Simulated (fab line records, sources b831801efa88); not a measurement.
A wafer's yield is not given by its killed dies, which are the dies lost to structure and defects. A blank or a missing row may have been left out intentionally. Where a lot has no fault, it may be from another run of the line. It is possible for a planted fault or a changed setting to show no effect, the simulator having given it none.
Chamber matching + flow gf180mcu + 4 sister chambers for GF_V1_CMP_04 on cmp-02
The step polishes SiO2. 4 wafers are shown with their chamber, then 8 later ones without.

== WAFERS, EACH WITH ITS CHAMBER ==
| wafer  | chamber | motor current A (A) |
|--------|---------|---------------------|
| L932.4 | 0       | 10.2                |
| L934.5 | 1       | 12.7                |
| L934.6 | 2       | 12.8                |
| L935.1 | 3       | 12.5                |

== WAFERS WITH NO CHAMBER GIVEN ==
| wafer  | motor current A (A) |
|--------|---------------------|
| L935.2 | 10.7                |
| L935.3 | 13.4                |
| L936.1 | 11.1                |
| L936.2 | 12.0                |
| L936.5 | 13.8                |
| L937.2 | 12.4                |
| L937.3 | 13.0                |
| L937.5 | 13.3                |

== EACH ONE'S CHAMBER ==
| wafer  | from the rows above               | in truth |
|--------|-----------------------------------|----------|
| L935.2 | 0                                 | 0        |
| L935.3 | can't be placed: 2 or 1 or 3      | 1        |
| L936.1 | can't be placed: 0 or 3 or 1 or 2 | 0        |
| L936.2 | can't be placed: 3 or 1 or 2      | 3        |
| L936.5 | can't be placed: 2 or 1 or 3      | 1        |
| L937.2 | can't be placed: 3 or 1 or 2      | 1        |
| L937.3 | can't be placed: 2 or 1 or 3      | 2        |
| L937.5 | can't be placed: 2 or 1 or 3      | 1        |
Correct placement for 1 of the 8. These rows do not allow placing 7 (true chamber among the candidates in 7). Wrongly placed: 0.
How it was worked out, from the rows above alone: a wafer's distance from a chamber is the root of the sum, over the readings, of the square of ((its reading less the chamber's mean) divided by the reading's scatter). The wafer belongs to the nearest chamber; if the next one is less than 2 further off, it can't be placed. The mean given for a chamber averages the wafers shown for that chamber. The scatter (one wafer shown for each chamber): square how far every hidden wafer sits from the nearest shown wafer, average those squares and take the square root.
